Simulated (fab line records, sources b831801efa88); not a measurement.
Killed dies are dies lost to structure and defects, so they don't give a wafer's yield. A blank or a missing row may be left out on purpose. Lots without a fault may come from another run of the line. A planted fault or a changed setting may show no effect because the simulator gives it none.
Which tool did it? | flow sky130 | 14 lots, 42 wafers sampled, at 3 steps of a route of 708

WHAT THE GAUGES READ, wafer by wafer
SKY_CAPM_THK_MEAS_04: measures by xrf. Usual: CAPM_TIN_THK 201.4 nm, standard deviation 2.2.
lot  | measured     | on            | CAPM_TIN_THK (nm) | flag
L320 | day 36 11:31 | film_metro-02 | 199.3 201.2 199.7 |
L321 | day 36 19:44 | film_metro-01 | 198.2 200.5 199.0 |
L322 | day 36 20:04 | film_metro-04 | 203.6 202.9 203.1 |
L323 | day 37 05:13 | film_metro-04 | 202.2 201.8 202.5 |
L332 | day 40 02:53 | film_metro-02 | 204.0 203.8 204.7 |
L334 | day 40 15:58 | film_metro-01 | 202.0 203.5 199.9 |
L335 | day 41 01:11 | film_metro-01 | 200.8 199.8 199.6 |
L336 | day 41 11:27 | film_metro-04 | 195.3 197.3 193.8 |
L337 | day 41 12:55 | film_metro-04 | 199.2 199.9 199.4 |
L338 | day 41 20:28 | film_metro-04 | 199.9 197.9 196.7 |
L339 | day 42 09:01 | film_metro-04 | 200.1 200.0 201.1 |
L340 | day 42 10:12 | film_metro-01 | 204.7 203.4 204.1 |
L341 | day 42 22:55 | film_metro-01 | 202.5 202.2 202.9 |
L342 | day 43 02:31 | film_metro-02 | 199.9 199.7 200.3 |

WHICH TOOL RAN EACH LOT (tool, then ch and the chambers of the sampled wafers, then the start)
lot  | SKY_SONOS_ONO_CVD_02        | SKY_CAPM_SPUTTER_02
L320 | lpcvd-02 ch 1, day 11 15:43 | pvd_sputter-01, day 36 11:16
L321 | lpcvd-02 ch 0, day 11 20:29 | pvd_sputter-03, day 36 19:30
L322 | lpcvd-02 ch 0, day 12 01:30 | pvd_sputter-01, day 36 19:50
L323 | lpcvd-02 ch 0, day 12 07:47 | pvd_sputter-01, day 37 04:59
L332 | lpcvd-02 ch 0, day 15 10:30 | pvd_sputter-03, day 40 02:39
L334 | lpcvd-02 ch 0, day 16 02:14 | pvd_sputter-01, day 40 15:43
L335 | lpcvd-02 ch 0, day 16 13:29 | pvd_sputter-02, day 41 00:58
L336 | lpcvd-02 ch 0, day 17 00:08 | pvd_sputter-02, day 41 11:13
L337 | lpcvd-02 ch 0, day 17 05:33 | pvd_sputter-03, day 41 12:41
L338 | lpcvd-02 ch 0, day 17 12:43 | pvd_sputter-03, day 41 20:14
L339 | lpcvd-02 ch 1, day 18 02:56 | pvd_sputter-03, day 42 08:47
L340 | lpcvd-02 ch 1, day 18 07:11 | pvd_sputter-03, day 42 09:58
L341 | lpcvd-02 ch 1, day 18 14:49 | pvd_sputter-03, day 42 22:40
L342 | lpcvd-02 ch 1, day 19 01:36 | pvd_sputter-02, day 43 02:17
- SKY_SONOS_ONO_CVD_02: deposits Si3N4 from DCS/NH3, target thk 10.5 nm, time 180 s.
- SKY_CAPM_SPUTTER_02: material TiN, target thk 200 nm, time 166.7 s.

WHAT THE TOOLS THEMSELVES READ (means of the sampled wafers that have a number; where no wafer has one, the mark that the record gives instead)
SKY_CAPM_SPUTTER_02. Usual: throttle_valve_pct 30.2 %, standard deviation 0.95.
lot  | tool           | throttle_valve_pct (%) | flag
L320 | pvd_sputter-01 | 29.4                   |
L321 | pvd_sputter-03 | 29.9                   |
L322 | pvd_sputter-01 | 28.4                   |
L323 | pvd_sputter-01 | 30.4                   |
L332 | pvd_sputter-03 | 30.4                   |
L334 | pvd_sputter-01 | 29.5                   |
L335 | pvd_sputter-02 | 30.3                   |
L336 | pvd_sputter-02 | 30.4                   |
L337 | pvd_sputter-03 | 31.2                   |
L338 | pvd_sputter-03 | 30.1                   |
L339 | pvd_sputter-03 | 30.4                   |
L340 | pvd_sputter-03 | 30.7                   |
L341 | pvd_sputter-03 | 30.1                   |
L342 | pvd_sputter-02 | 29.9                   |

THE ANSWER, worked out from the rows above alone
Rule: a lot is off if the mean of its wafers that have a number lies more than 3 standard deviations from the usual mean. A lot without any number at a reading at which 4 lots or more have one is off too. The other lots that the step has rows for count as sound. The gauges are gone through in route order, then the tools' own readings, and for those a lot's mean is taken as printed above. The first step at which some lot is off is used, and at that step the reading that is off furthest; a lot without a number counts as furthest.
No lot is off at any reading shown: from this, nothing can be told.

WHAT THE SIMULATOR HAD PUT IN
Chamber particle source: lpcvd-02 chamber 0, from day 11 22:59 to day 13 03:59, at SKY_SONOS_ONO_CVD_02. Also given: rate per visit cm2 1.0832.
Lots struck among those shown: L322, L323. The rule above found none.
